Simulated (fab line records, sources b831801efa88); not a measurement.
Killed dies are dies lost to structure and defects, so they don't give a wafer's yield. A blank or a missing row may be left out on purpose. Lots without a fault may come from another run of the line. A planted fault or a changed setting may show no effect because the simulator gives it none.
A struck lot beside a sound one | flow sky130 | 15 steps out of a route of 708
Sound: wafers L903.1, L903.2, L903.4. Struck: wafers L916.1, L916.5, L916.6. The cause comes at the end.
At each step with rows: each side's tool, then ch and its chambers, then its first start. Under that, the readings that differ: sound wafers | struck wafers | difference of the means | sigmas: that difference in standard deviations of wafers without a fault.
alike: readings whose means differ by less than 2 such deviations, and words and numbers that are the same on both sides. not compared: withheld readings, readings that some wafer has no value for, bounds like >300 that may hide the same value, and numbers for which the record gives no deviation and whose values overlap.
The two part at a step that has a row with sigmas, a row that says differs or no value, or rows on one side only. Numbers that don't overlap but have no deviation are shown without sigmas and don't part them. A reading that every wafer of one side lacks parts them only if that side has two wafers or more.

SKY_LDD_HVP_TW_MEAS_10:
  sound on film_metro-03, day 22 09:00; struck on film_metro-02, day 27 03:28
  alike: LDD_HVP_TW
then, 7 steps without rows for these wafers: SKY_LDD_LDN_DEHYDRATE_00 (time 60 s); SKY_LDD_LDN_HMDS_01 (prime time 60 s); SKY_LDD_LDN_COAT_02 (resist thk 1140 nm); SKY_LDD_LDN_SOFTBAKE_03 (time 60 s); SKY_LDD_LDN_EXPOSE_04 (exposes mask LDNTM, target cd 700 nm); SKY_LDD_LDN_PEB_05; SKY_LDD_LDN_DEVELOP_06 (develop time 60 s).
SKY_LDD_LDN_OVL_MEAS_07:
  sound on overlay-01, day 23 15:35; struck on overlay-01, day 28 07:34
  reading          | sound        | struck      | difference | sigmas
  LDD_LDN_OVL (nm) | 0.0 -0.1 0.2 | 2.6 2.8 5.1 | +3.5       | +2
then, 3 steps without rows for these wafers: SKY_LDD_LDN_IMPLANT_08; SKY_LDD_LDN_IMPLANT_09; SKY_LDD_LDN_IMPLANT_10.
SKY_LDD_LDN_IMPLANT_11:
  sound on implanter-01 ch 0, day 23 16:04; struck on implanter-04 ch 0, day 28 08:04
  reading                   | sound                | struck               | difference | sigmas
  beam_energy_keV           | 15.004 14.998 15.002 | 17.942 17.944 17.939 | +2.940     | +99 or more
  model.implant.rp_nm (nm)  | 12.79 12.79 12.79    | 14.33 14.33 14.33    | +1.54      |
  model.implant.drp_nm (nm) | 5.933 5.933 5.933    | 6.694 6.694 6.694    | +0.761     |
  alike: beam_on_s, faraday_current_uA, rotation_deg
SKY_LDD_LDN_STRIP_12: strips in O2/N2.
  sound on plasma_asher-02 ch 0,1, day 23 16:13; struck on plasma_asher-02 ch 0,1, day 28 08:13
  alike: chamber_pressure_mTorr, drypump_motor_current_A, oes_product_au, strip_time_to_endpoint_s
  not compared: rf_hours_counter_h
-- the record jumps here: 21 days lie between the struck wafers' starts before and after (it left off in module LDD_LDN and takes up again in module PAD_OPEN, whose first step shown is number 708 of the route) --
SKY_PAD_OPEN_PROBE_99:
  sound on prober-01, day 46 10:43; struck on prober-02, day 49 11:09
  reading                         | sound          | struck         | difference | sigmas
  killed_at_front_end             | 10 15 15       | 15 24 29       | +9         | +2
  model.etest.tip_sonos.rs_ohm_sq | 2625 2653 2660 | 2524 2480 2566 | -123       |
  alike: killed_at_M0_to_M3, killed_at_M4_up, killed_at_contacts, killed_at_other, killed_dies, killed_open, killed_short

WHERE THEY PART
First at SKY_LDD_LDN_OVL_MEAS_07; last, within this record, at SKY_PAD_OPEN_PROBE_99.

WHY: what the simulator had put in
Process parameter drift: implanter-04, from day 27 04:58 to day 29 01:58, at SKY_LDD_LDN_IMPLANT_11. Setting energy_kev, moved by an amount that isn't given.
